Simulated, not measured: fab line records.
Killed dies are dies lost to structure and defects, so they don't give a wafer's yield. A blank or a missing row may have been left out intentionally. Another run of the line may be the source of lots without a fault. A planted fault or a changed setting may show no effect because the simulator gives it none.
The tool behind it: which one? || flow sky130 || 72 wafers from 24 lots sampled at 5 of the route's 708 steps

== WHAT THE GAUGES SHOWED, per wafer ==
SKY_CAP2M_OVL_MEAS_12.
{"lot": "L075", "measured": "day 41 04:47", "on": "overlay-01", "CAP2M_OVL (nm)": "-1.9 -0.7 -1.6"}
{"lot": "L074", "measured": "day 41 06:25", "on": "overlay-01", "CAP2M_OVL (nm)": "-1.2 -2.1 -2.1"}
{"lot": "L076", "measured": "day 41 15:01", "on": "overlay-02", "CAP2M_OVL (nm)": "-3.7 -3.1 -3.5"}
{"lot": "L077", "measured": "day 41 17:34", "on": "overlay-01", "CAP2M_OVL (nm)": "0.4 0.2 -0.7"}
{"lot": "L078", "measured": "day 41 22:34", "on": "overlay-01", "CAP2M_OVL (nm)": "-0.1 -0.1 -0.7"}
{"lot": "L079", "measured": "day 43 07:55", "on": "overlay-02", "CAP2M_OVL (nm)": "1.2 -1.2 0.6"}
{"lot": "L081", "measured": "day 43 09:01", "on": "overlay-01", "CAP2M_OVL (nm)": "-0.2 -1.2 0.5"}
{"lot": "L080", "measured": "day 43 12:26", "on": "overlay-02", "CAP2M_OVL (nm)": "-3.4 -3.7 -4.2"}
{"lot": "L084", "measured": "day 44 12:29", "on": "overlay-01", "CAP2M_OVL (nm)": "2.1 0.3 -0.4"}
{"lot": "L083", "measured": "day 44 13:10", "on": "overlay-02", "CAP2M_OVL (nm)": "-0.3 -0.4 -0.5"}
{"lot": "L082", "measured": "day 44 16:59", "on": "overlay-02", "CAP2M_OVL (nm)": "-3.0 -2.3 -2.4"}
{"lot": "L086", "measured": "day 45 02:49", "on": "overlay-01", "CAP2M_OVL (nm)": "0.4 -2.4 -1.8"}
{"lot": "L085", "measured": "day 45 09:27", "on": "overlay-02", "CAP2M_OVL (nm)": "-1.1 -1.1 -1.8"}
{"lot": "L087", "measured": "day 45 13:59", "on": "overlay-02", "CAP2M_OVL (nm)": "-2.9 -5.4 -2.6"}
{"lot": "L088", "measured": "day 45 16:25", "on": "overlay-01", "CAP2M_OVL (nm)": "-1.6 -2.9 -3.0"}
{"lot": "L090", "measured": "day 45 21:57", "on": "overlay-02", "CAP2M_OVL (nm)": "-1.7 -2.0 -3.6"}
{"lot": "L089", "measured": "day 46 00:25", "on": "overlay-01", "CAP2M_OVL (nm)": "-2.4 -3.4 -1.8"}
{"lot": "L092", "measured": "day 46 02:10", "on": "overlay-01", "CAP2M_OVL (nm)": "-3.6 -3.5 -3.8"}
{"lot": "L091", "measured": "day 46 07:43", "on": "overlay-02", "CAP2M_OVL (nm)": "-4.3 -4.1 -2.3"}
{"lot": "L094", "measured": "day 46 11:11", "on": "overlay-02", "CAP2M_OVL (nm)": "-3.0 -1.5 -2.2"}
{"lot": "L093", "measured": "day 46 15:01", "on": "overlay-01", "CAP2M_OVL (nm)": "-1.6 -1.0 -1.7"}
{"lot": "L096", "measured": "day 46 17:56", "on": "overlay-02", "CAP2M_OVL (nm)": "-1.3 -3.5 -2.8"}
{"lot": "L095", "measured": "day 46 21:14", "on": "overlay-02", "CAP2M_OVL (nm)": "-3.6 -4.2 -6.1"}
{"lot": "L097", "measured": "day 47 02:37", "on": "overlay-02", "CAP2M_OVL (nm)": "-3.0 -3.3 -2.3"}

SKY_METAL4_CD_MEAS_13 targets a cd of 300 nm.
{"lot": "L075", "measured": "day 42 04:47", "on": "cd sem-02", "cd nm (nm)": "298.8 299.2 298.6"}
{"lot": "L074", "measured": "day 42 06:22", "on": "cd sem-02", "cd nm (nm)": "297.9 296.7 296.2"}
{"lot": "L076", "measured": "day 42 14:53", "on": "cd sem-02", "cd nm (nm)": "300.3 300.4 300.8"}
{"lot": "L077", "measured": "day 42 17:37", "on": "cd sem-02", "cd nm (nm)": "300.5 301.6 299.0"}
{"lot": "L078", "measured": "day 42 22:48", "on": "cd sem-02", "cd nm (nm)": "297.6 297.5 297.5"}
{"lot": "L079", "measured": "day 44 07:14", "on": "cd sem-01", "cd nm (nm)": "299.6 300.7 300.4"}
{"lot": "L081", "measured": "day 44 09:06", "on": "cd sem-01", "cd nm (nm)": "300.3 301.9 300.4"}
{"lot": "L080", "measured": "day 44 12:00", "on": "cd sem-01", "cd nm (nm)": "299.4 299.0 299.4"}
{"lot": "L084", "measured": "day 45 10:09", "on": "cd sem-02", "cd nm (nm)": "301.4 301.2 301.1"}
{"lot": "L083", "measured": "day 45 11:44", "on": "cd sem-01", "cd nm (nm)": "297.8 298.1 299.2"}
{"lot": "L082", "measured": "day 45 15:06", "on": "cd sem-01", "cd nm (nm)": "298.7 298.6 298.0"}
{"lot": "L086", "measured": "day 46 00:44", "on": "cd sem-02", "cd nm (nm)": "296.7 300.2 301.0"}
{"lot": "L085", "measured": "day 46 06:47", "on": "cd sem-02", "cd nm (nm)": "299.2 299.6 299.9"}
{"lot": "L087", "measured": "day 46 11:33", "on": "cd sem-01", "cd nm (nm)": "299.5 299.4 300.6"}
{"lot": "L088", "measured": "day 46 14:25", "on": "cd sem-02", "cd nm (nm)": "298.6 298.6 298.6"}
{"lot": "L090", "measured": "day 46 19:33", "on": "cd sem-02", "cd nm (nm)": "298.7 300.0 298.5"}
{"lot": "L089", "measured": "day 46 22:37", "on": "cd sem-01", "cd nm (nm)": "299.3 298.5 298.9"}
{"lot": "L092", "measured": "day 46 23:24", "on": "cd sem-02", "cd nm (nm)": "299.9 299.9 299.3"}
{"lot": "L091", "measured": "day 47 04:44", "on": "cd sem-02", "cd nm (nm)": "298.2 299.6 300.0"}
{"lot": "L094", "measured": "day 47 08:18", "on": "cd sem-01", "cd nm (nm)": "299.0 299.5 299.1"}
{"lot": "L093", "measured": "day 47 11:39", "on": "cd sem-01", "cd nm (nm)": "299.6 300.7 300.4"}
{"lot": "L096", "measured": "day 47 15:25", "on": "cd sem-01", "cd nm (nm)": "301.8 300.6 301.1"}
{"lot": "L095", "measured": "day 47 17:50", "on": "cd sem-02", "cd nm (nm)": "300.4 300.6 302.2"}
{"lot": "L097", "measured": "day 47 23:05", "on": "cd sem-01", "cd nm (nm)": "301.4 300.5 300.7"}

== WHAT TOOL EACH LOT RAN ON (gives the tool, then ch and the chambers of the sampled wafers, and finally the start) ==
{"lot": "L075", "SKY_METAL1_SPUTTER_00": "pvd sputter-01, day 32 02:19", "SKY_METAL1_SPUTTER_03": "pvd sputter-01, day 32 02:23", "SKY_VIA2_CVD_21": "cvd w-02 ch 0,1, day 36 19:04"}
{"lot": "L074", "SKY_METAL1_SPUTTER_00": "pvd sputter-03, day 32 04:25", "SKY_METAL1_SPUTTER_03": "pvd sputter-03, day 32 04:29", "SKY_VIA2_CVD_21": "cvd w-02 ch 0,1, day 36 19:41"}
{"lot": "L076", "SKY_METAL1_SPUTTER_00": "pvd sputter-02, day 32 12:47", "SKY_METAL1_SPUTTER_03": "pvd sputter-02, day 32 12:52", "SKY_VIA2_CVD_21": "cvd w-02 ch 0,1, day 37 06:13"}
{"lot": "L077", "SKY_METAL1_SPUTTER_00": "pvd sputter-03, day 32 14:22", "SKY_METAL1_SPUTTER_03": "pvd sputter-03, day 32 14:26", "SKY_VIA2_CVD_21": "cvd w-02 ch 0, day 37 08:14"}
{"lot": "L078", "SKY_METAL1_SPUTTER_00": "pvd sputter-02, day 32 21:38", "SKY_METAL1_SPUTTER_03": "pvd sputter-02, day 32 21:43", "SKY_VIA2_CVD_21": "cvd w-01 ch 0,1, day 37 14:02"}
{"lot": "L079", "SKY_METAL1_SPUTTER_00": "pvd sputter-01, day 34 11:52", "SKY_METAL1_SPUTTER_03": "pvd sputter-01, day 34 11:56", "SKY_VIA2_CVD_21": "cvd w-02 ch 1, day 39 03:45"}
{"lot": "L081", "SKY_METAL1_SPUTTER_00": "pvd sputter-02, day 34 14:18", "SKY_METAL1_SPUTTER_03": "pvd sputter-02, day 34 14:22", "SKY_VIA2_CVD_21": "cvd w-02 ch 0,1, day 39 05:06"}
{"lot": "L080", "SKY_METAL1_SPUTTER_00": "pvd sputter-01, day 34 16:51", "SKY_METAL1_SPUTTER_03": "pvd sputter-01, day 34 16:55", "SKY_VIA2_CVD_21": "cvd w-01 ch 0,1, day 39 07:46"}
{"lot": "L084", "SKY_METAL1_SPUTTER_00": "pvd sputter-02, day 35 21:17", "SKY_METAL1_SPUTTER_03": "pvd sputter-02, day 35 21:22", "SKY_VIA2_CVD_21": "cvd w-02 ch 0,1, day 40 11:05"}
{"lot": "L083", "SKY_METAL1_SPUTTER_00": "pvd sputter-01, day 35 23:05", "SKY_METAL1_SPUTTER_03": "pvd sputter-01, day 35 23:10", "SKY_VIA2_CVD_21": "cvd w-01 ch 0,1, day 40 12:24"}
{"lot": "L082", "SKY_METAL1_SPUTTER_00": "pvd sputter-01, day 36 01:46", "SKY_METAL1_SPUTTER_03": "pvd sputter-01, day 36 01:50", "SKY_VIA2_CVD_21": "cvd w-01 ch 0,1, day 40 14:50"}
{"lot": "L086", "SKY_METAL1_SPUTTER_00": "pvd sputter-01, day 36 15:13", "SKY_METAL1_SPUTTER_03": "pvd sputter-01, day 36 15:17", "SKY_VIA2_CVD_21": "cvd w-01 ch 0,1, day 41 02:26"}
{"lot": "L085", "SKY_METAL1_SPUTTER_00": "pvd sputter-02, day 36 23:18", "SKY_METAL1_SPUTTER_03": "pvd sputter-02, day 36 23:23", "SKY_VIA2_CVD_21": "cvd w-01 ch 0,1, day 41 09:22"}
{"lot": "L087", "SKY_METAL1_SPUTTER_00": "pvd sputter-02, day 37 01:40", "SKY_METAL1_SPUTTER_03": "pvd sputter-02, day 37 01:44", "SKY_VIA2_CVD_21": "cvd w-02 ch 0,1, day 41 13:44"}
{"lot": "L088", "SKY_METAL1_SPUTTER_00": "pvd sputter-03, day 37 07:52", "SKY_METAL1_SPUTTER_03": "pvd sputter-03, day 37 07:56", "SKY_VIA2_CVD_21": "cvd w-01 ch 0,1, day 41 16:32"}
{"lot": "L090", "SKY_METAL1_SPUTTER_00": "pvd sputter-01, day 37 12:36", "SKY_METAL1_SPUTTER_03": "pvd sputter-01, day 37 12:40", "SKY_VIA2_CVD_21": "cvd w-02 ch 0,1, day 41 22:42"}
{"lot": "L089", "SKY_METAL1_SPUTTER_00": "pvd sputter-01, day 37 15:22", "SKY_METAL1_SPUTTER_03": "pvd sputter-01, day 37 15:26", "SKY_VIA2_CVD_21": "cvd w-02 ch 0,1, day 42 02:01"}
{"lot": "L092", "SKY_METAL1_SPUTTER_00": "pvd sputter-01, day 37 21:19", "SKY_METAL1_SPUTTER_03": "pvd sputter-01, day 37 21:23", "SKY_VIA2_CVD_21": "cvd w-02 ch 0,1, day 42 04:08"}
{"lot": "L091", "SKY_METAL1_SPUTTER_00": "pvd sputter-03, day 37 23:47", "SKY_METAL1_SPUTTER_03": "pvd sputter-03, day 37 23:52", "SKY_VIA2_CVD_21": "cvd w-01 ch 0,1, day 42 08:52"}
{"lot": "L094", "SKY_METAL1_SPUTTER_00": "pvd sputter-01, day 38 07:08", "SKY_METAL1_SPUTTER_03": "pvd sputter-01, day 38 07:13", "SKY_VIA2_CVD_21": "cvd w-01 ch 0,1, day 42 15:20"}
{"lot": "L093", "SKY_METAL1_SPUTTER_00": "pvd sputter-02, day 38 11:05", "SKY_METAL1_SPUTTER_03": "pvd sputter-02, day 38 11:10", "SKY_VIA2_CVD_21": "cvd w-01 ch 0,1, day 42 18:13"}
{"lot": "L096", "SKY_METAL1_SPUTTER_00": "pvd sputter-02, day 38 15:38", "SKY_METAL1_SPUTTER_03": "pvd sputter-02, day 38 15:42", "SKY_VIA2_CVD_21": "cvd w-02 ch 0,1, day 42 21:34"}
{"lot": "L095", "SKY_METAL1_SPUTTER_00": "pvd sputter-02, day 38 17:55", "SKY_METAL1_SPUTTER_03": "pvd sputter-02, day 38 17:59", "SKY_VIA2_CVD_21": "cvd w-01 ch 1, day 43 01:35"}
{"lot": "L097", "SKY_METAL1_SPUTTER_00": "pvd sputter-02, day 39 02:06", "SKY_METAL1_SPUTTER_03": "pvd sputter-02, day 39 02:10", "SKY_VIA2_CVD_21": "cvd w-01 ch 0,1, day 43 06:42"}
- SKY_METAL1_SPUTTER_00: material Ti, target thk 15 nm, time 10 s.
- SKY_METAL1_SPUTTER_03: material Ti, target thk 5 nm, time 3.3 s.
- SKY_VIA2_CVD_21: deposits W, target thk 420 nm, time 126.4 s.

== AS READ BY THE TOOLS THEMSELVES (means over the sampled wafers that have a number; for cases with no such wafer, the mark the record gives instead) ==
SKY_METAL1_SPUTTER_00.
{"lot": "L075", "tool": "pvd sputter-01", "throttle valve pct (%)": 30.0}
{"lot": "L074", "tool": "pvd sputter-03", "throttle valve pct (%)": 29.0}
{"lot": "L076", "tool": "pvd sputter-02", "throttle valve pct (%)": 30.1}
{"lot": "L077", "tool": "pvd sputter-03", "throttle valve pct (%)": 30.4}
{"lot": "L078", "tool": "pvd sputter-02", "throttle valve pct (%)": 30.1}
{"lot": "L079", "tool": "pvd sputter-01", "throttle valve pct (%)": 29.3}
{"lot": "L081", "tool": "pvd sputter-02", "throttle valve pct (%)": 30.3}
{"lot": "L080", "tool": "pvd sputter-01", "throttle valve pct (%)": 29.9}
{"lot": "L084", "tool": "pvd sputter-02", "throttle valve pct (%)": 30.1}
{"lot": "L083", "tool": "pvd sputter-01", "throttle valve pct (%)": 30.0}
{"lot": "L082", "tool": "pvd sputter-01", "throttle valve pct (%)": 30.2}
{"lot": "L086", "tool": "pvd sputter-01", "throttle valve pct (%)": 29.3}
{"lot": "L085", "tool": "pvd sputter-02", "throttle valve pct (%)": 30.4}
{"lot": "L087", "tool": "pvd sputter-02", "throttle valve pct (%)": 29.6}
{"lot": "L088", "tool": "pvd sputter-03", "throttle valve pct (%)": 28.8}
{"lot": "L090", "tool": "pvd sputter-01", "throttle valve pct (%)": 29.6}
{"lot": "L089", "tool": "pvd sputter-01", "throttle valve pct (%)": 29.4}
{"lot": "L092", "tool": "pvd sputter-01", "throttle valve pct (%)": 29.5}
{"lot": "L091", "tool": "pvd sputter-03", "throttle valve pct (%)": 29.0}
{"lot": "L094", "tool": "pvd sputter-01", "throttle valve pct (%)": 29.9}
{"lot": "L093", "tool": "pvd sputter-02", "throttle valve pct (%)": 30.3}
{"lot": "L096", "tool": "pvd sputter-02", "throttle valve pct (%)": 29.9}
{"lot": "L095", "tool": "pvd sputter-02", "throttle valve pct (%)": 30.0}
{"lot": "L097", "tool": "pvd sputter-02", "throttle valve pct (%)": 30.1}

SKY_METAL1_SPUTTER_03.
{"lot": "L075", "tool": "pvd sputter-01", "throttle valve pct (%)": 30.1}
{"lot": "L074", "tool": "pvd sputter-03", "throttle valve pct (%)": 29.1}
{"lot": "L076", "tool": "pvd sputter-02", "throttle valve pct (%)": 30.1}
{"lot": "L077", "tool": "pvd sputter-03", "throttle valve pct (%)": 30.4}
{"lot": "L078", "tool": "pvd sputter-02", "throttle valve pct (%)": 30.0}
{"lot": "L079", "tool": "pvd sputter-01", "throttle valve pct (%)": 29.5}
{"lot": "L081", "tool": "pvd sputter-02", "throttle valve pct (%)": 30.3}
{"lot": "L080", "tool": "pvd sputter-01", "throttle valve pct (%)": 30.1}
{"lot": "L084", "tool": "pvd sputter-02", "throttle valve pct (%)": 30.0}
{"lot": "L083", "tool": "pvd sputter-01", "throttle valve pct (%)": 30.0}
{"lot": "L082", "tool": "pvd sputter-01", "throttle valve pct (%)": 30.2}
{"lot": "L086", "tool": "pvd sputter-01", "throttle valve pct (%)": 29.2}
{"lot": "L085", "tool": "pvd sputter-02", "throttle valve pct (%)": 30.3}
{"lot": "L087", "tool": "pvd sputter-02", "throttle valve pct (%)": 29.6}
{"lot": "L088", "tool": "pvd sputter-03", "throttle valve pct (%)": 28.8}
{"lot": "L090", "tool": "pvd sputter-01", "throttle valve pct (%)": 29.4}
{"lot": "L089", "tool": "pvd sputter-01", "throttle valve pct (%)": 29.5}
{"lot": "L092", "tool": "pvd sputter-01", "throttle valve pct (%)": 29.4}
{"lot": "L091", "tool": "pvd sputter-03", "throttle valve pct (%)": 29.3}
{"lot": "L094", "tool": "pvd sputter-01", "throttle valve pct (%)": 30.0}
{"lot": "L093", "tool": "pvd sputter-02", "throttle valve pct (%)": 30.2}
{"lot": "L096", "tool": "pvd sputter-02", "throttle valve pct (%)": 30.0}
{"lot": "L095", "tool": "pvd sputter-02", "throttle valve pct (%)": 30.3}
{"lot": "L097", "tool": "pvd sputter-02", "throttle valve pct (%)": 30.3}

SKY_VIA2_CVD_21.
{"lot": "L075", "tool": "cvd w-02", "heater power w (W)": 772}
{"lot": "L074", "tool": "cvd w-02", "heater power w (W)": 767}
{"lot": "L076", "tool": "cvd w-02", "heater power w (W)": 769}
{"lot": "L077", "tool": "cvd w-02", "heater power w (W)": 767}
{"lot": "L078", "tool": "cvd w-01", "heater power w (W)": 847}
{"lot": "L079", "tool": "cvd w-02", "heater power w (W)": 766}
{"lot": "L081", "tool": "cvd w-02", "heater power w (W)": 761}
{"lot": "L080", "tool": "cvd w-01", "heater power w (W)": 813}
{"lot": "L084", "tool": "cvd w-02", "heater power w (W)": 765}
{"lot": "L083", "tool": "cvd w-01", "heater power w (W)": 860}
{"lot": "L082", "tool": "cvd w-01", "heater power w (W)": 814}
{"lot": "L086", "tool": "cvd w-01", "heater power w (W)": 865}
{"lot": "L085", "tool": "cvd w-01", "heater power w (W)": 807}
{"lot": "L087", "tool": "cvd w-02", "heater power w (W)": 764}
{"lot": "L088", "tool": "cvd w-01", "heater power w (W)": 866}
{"lot": "L090", "tool": "cvd w-02", "heater power w (W)": 777}
{"lot": "L089", "tool": "cvd w-02", "heater power w (W)": 783}
{"lot": "L092", "tool": "cvd w-02", "heater power w (W)": 766}
{"lot": "L091", "tool": "cvd w-01", "heater power w (W)": 881}
{"lot": "L094", "tool": "cvd w-01", "heater power w (W)": 837}
{"lot": "L093", "tool": "cvd w-01", "heater power w (W)": 818}
{"lot": "L096", "tool": "cvd w-02", "heater power w (W)": 769}
{"lot": "L095", "tool": "cvd w-01", "heater power w (W)": 934}
{"lot": "L097", "tool": "cvd w-01", "heater power w (W)": 880}

== THE ANSWER, worked out from the rows above alone ==
Rule: what is usual is taken from the lots themselves. Put in order of their means at a reading, lots are off if they are a third of the lots or fewer, leave a main group of 4 or more, and stand apart from it by a gap of 3 or more times the standard deviation of the main group's means; of several such gaps the widest counts. A main group is skipped when, at the precision printed for the reading in the tables above, its means are all equal. A lot without any number at a reading at which 4 lots or more have one is off too. The other lots that the step has rows for count as sound. After the gauges, taken in route order, come the tools' own readings; for these a lot's mean is taken, as printed above. The first step at which some lot is off is used, and at that step the reading that is off furthest; a lot without a number counts as furthest.
No lot is off on any of the readings shown, so nothing can be concluded from this.

== WHAT THE SIMULATOR HAD INSERTED ==
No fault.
